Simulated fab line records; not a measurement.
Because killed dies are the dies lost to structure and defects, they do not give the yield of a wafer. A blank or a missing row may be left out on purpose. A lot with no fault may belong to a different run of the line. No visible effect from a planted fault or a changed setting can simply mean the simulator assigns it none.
Which tool did it? || flow gf180mcu || 7 lots, 21 wafers sampled, at 2 steps of a route of 602

## WHAT THE GAUGES SHOWED, per wafer
GF_M5_CD_MEAS_07 targets a cd of 280 nm.
{"lot": "L299", "measured": "day 26 10:01", "on": "cdSem-01", "cdNm (nm)": "278.2 278.6 278.4"}
{"lot": "L302", "measured": "day 27 17:57", "on": "cdSem-02", "cdNm (nm)": "279.8 280.3 279.8"}
{"lot": "L304", "measured": "day 28 07:55", "on": "cdSem-02", "cdNm (nm)": "280.4 279.6 280.1"}
{"lot": "L306", "measured": "day 28 20:43", "on": "cdSem-01", "cdNm (nm)": "279.9 279.7 280.1"}
{"lot": "L311", "measured": "day 30 08:20", "on": "cdSem-01", "cdNm (nm)": "277.8 278.4 278.4"}
{"lot": "L318", "measured": "day 32 00:06", "on": "cdSem-01", "cdNm (nm)": "280.2 279.3 278.4"}
{"lot": "L321", "measured": "day 32 18:42", "on": "cdSem-02", "cdNm (nm)": "279.3 278.4 279.5"}

## TOOL THAT RAN EACH LOT (tool first, then ch and the chambers of the sampled wafers, then the start)
{"lot": "L299", "GF_MIM_CVD_05": "pecvd-02 ch 0,1,2, day 24 15:05"}
{"lot": "L302", "GF_MIM_CVD_05": "pecvd-04 ch 0,1,2, day 26 00:31"}
{"lot": "L304", "GF_MIM_CVD_05": "pecvd-01 ch 0,2, day 26 15:17"}
{"lot": "L306", "GF_MIM_CVD_05": "pecvd-01 ch 1,2, day 27 04:26"}
{"lot": "L311", "GF_MIM_CVD_05": "pecvd-04 ch 0,1,2, day 28 17:51"}
{"lot": "L318", "GF_MIM_CVD_05": "pecvd-02 ch 0,1, day 30 12:49"}
{"lot": "L321", "GF_MIM_CVD_05": "pecvd-01 ch 0,1,2, day 31 08:02"}
- GF_MIM_CVD_05: deposits Si3N4, target thk 42 nm, time 29.086 s.

## THE ANSWER, worked out from the rows above alone
Rule: usual is defined by the lots themselves. The widest of any qualifying gaps counts: lots, ordered by their means at a reading, are off when they make up no more than a third of the lots, leave a main group of 4 or more, and stand apart from it by 3 or more times the standard deviation of that group's means. A main group is skipped when, at the precision printed for the reading in the tables above, its means are all equal. Also off: a lot with no number at a reading for which 4 or more lots have one. The other lots that the step has rows for count as sound.
Across all readings shown, no lot is off: no conclusion can be drawn from this.

## WHAT HAD BEEN PUT IN BY THE SIMULATOR
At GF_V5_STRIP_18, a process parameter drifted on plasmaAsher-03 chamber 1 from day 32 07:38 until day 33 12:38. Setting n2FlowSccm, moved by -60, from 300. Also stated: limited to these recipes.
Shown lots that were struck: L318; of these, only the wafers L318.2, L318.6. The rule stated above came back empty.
